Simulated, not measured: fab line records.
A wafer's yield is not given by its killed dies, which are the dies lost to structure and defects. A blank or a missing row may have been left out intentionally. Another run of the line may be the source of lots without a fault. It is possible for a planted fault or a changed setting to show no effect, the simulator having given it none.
Lot-split experiment -- flow sky130 -- on a route of 708 steps: 5 lots, 23 wafers read

## ABOUT THE SPLIT
At SKY_SD_N_SOFTBAKE_03 (time 60 s), the setting temp_c was moved away from the recipe's 90 C on 12 of the 23 wafers read, by -4.1% to +4.2%. The other wafers ran this setting at the recipe's value.

## FROM THE SPLIT TO THE READING: what the file shows between them, 2 steps
- SKY_SD_N_EXPOSE_04: exposes mask NSDM, target cd 380 nm
- SKY_SD_N_PEB_05

## THE READING
NOVOLAK_of_SD_N_COAT_02.thk_nm (the simulator's own value, which no gauge read), in nm, at SKY_SD_N_DEVELOP_06 (develop time 60 s). There is no usual value for it anywhere in the file. Here, 11 wafers ran the recipe; their average is 1139 nm with a standard deviation of 2.8 nm.

wafer,"tool, chamber at the split","temp_c as run, C",against the recipe,"NOVOLAK_of_SD_N_COAT_02.thk_nm, nm",against lot-mates on the recipe
L074.1,"litho_track-01, 0",90,recipe,1135,-
L074.3,"litho_track-01, 0",90,recipe,1137,-
L074.4,"litho_track-01, 0",93.74,+4.2%,1128,-8
L074.5,"litho_track-01, 0",93.74,+4.2%,1127,-9
L074.6,"litho_track-01, 0",93.74,+4.2%,1127,-9
L076.2,"litho_track-03, 0",90,recipe,1141,-
L076.4,"litho_track-03, 0",90,recipe,1141,-
L076.6,"litho_track-03, 0",90,recipe,1139,-
L077.1,"litho_track-03, 0",88.09,-2.1%,1147,+10
L077.2,"litho_track-03, 0",88.09,-2.1%,1145,+8
L077.3,"litho_track-03, 0",90,recipe,1137,-
L077.4,"litho_track-03, 0",88.09,-2.1%,1144,+8
L077.6,"litho_track-03, 0",90,recipe,1136,-
L079.1,"litho_track-01, 0",87.73,-2.5%,1151,+8
L079.2,"litho_track-01, 0",87.73,-2.5%,1152,+10
L079.3,"litho_track-01, 0",90,recipe,1142,-
L079.4,"litho_track-01, 0",90,recipe,1143,-
L079.5,"litho_track-01, 0",87.73,-2.5%,1149,+6
L084.2,"litho_track-03, 0",86.3,-4.1%,1148,+9
L084.3,"litho_track-03, 0",90,recipe,1136,-
L084.4,"litho_track-03, 0",86.3,-4.1%,1151,+12
L084.5,"litho_track-03, 0",90,recipe,1142,-
L084.6,"litho_track-03, 0",86.3,-4.1%,1152,+13

FIT RESULTS
A straight line over all 23 wafers: NOVOLAK_of_SD_N_COAT_02.thk_nm changes by -3.01 nm for each +1% of temp_c; r = -0.94; the points scatter about the line by 2.7 nm.
The same after taking each lot's own level away (the mean of its wafers on the recipe; 23 wafers): -2.61 nm for each +1%; r = -0.96; scatter 1.9 nm.
Per that fit: largest temp_c move, reading shift of 11 nm.
The lots' own levels span 1136.0 to 1142.5 nm, that is 2.4 times the standard deviation above.
Hence the slope depends on the lot-to-lot level, as the two fits are not the same.
Check: -10.3 nm against its lot-mates is what the line predicts for one of the wafers moved furthest among these (+4.2%) when that wafer is left out of the fit. Against them it came out at -8 nm.

## ADDITIONAL SPLITS CARRIED BY THESE WAFERS
Note: prior to the reading, these wafers also went through further splits. Each is held against what the fit with the lots' levels taken away leaves over:
other split on the same wafers,wafers away from the commonest value,r with NOVOLAK_of_SD_N_COAT_02.thk_nm (lot level and that fit taken away)
SKY_SD_P_COAT_02 resist_thk_nm,9,+0.19
SKY_RES_XHIGH_COAT_02 resist_thk_nm,4,-0.11
SKY_RES_XHIGH_EXPOSE_04 dose_mj,4,-0.46

## THE WHOLE CHAIN: every reading that the file lists as answering this split, in the file's order
step,what it does,reading,change (the file's fit),r (the file's)
SKY_SD_N_DEVELOP_06,develop time 60 s,"NOVOLAK_of_SD_N_COAT_02.thk_nm (the simulator's own value, which no gauge read)",-2.75 nm for each +1% of the setting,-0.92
SKY_SD_N_STRIP_11,strips in O2/N2,strip_time_to_endpoint_s,withheld for each +1% of the setting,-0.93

## THE FILE'S OWN FIT
NOVOLAK_of_SD_N_COAT_02.thk_nm changes by -2.75 nm for each +1% of temp_c, r = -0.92.
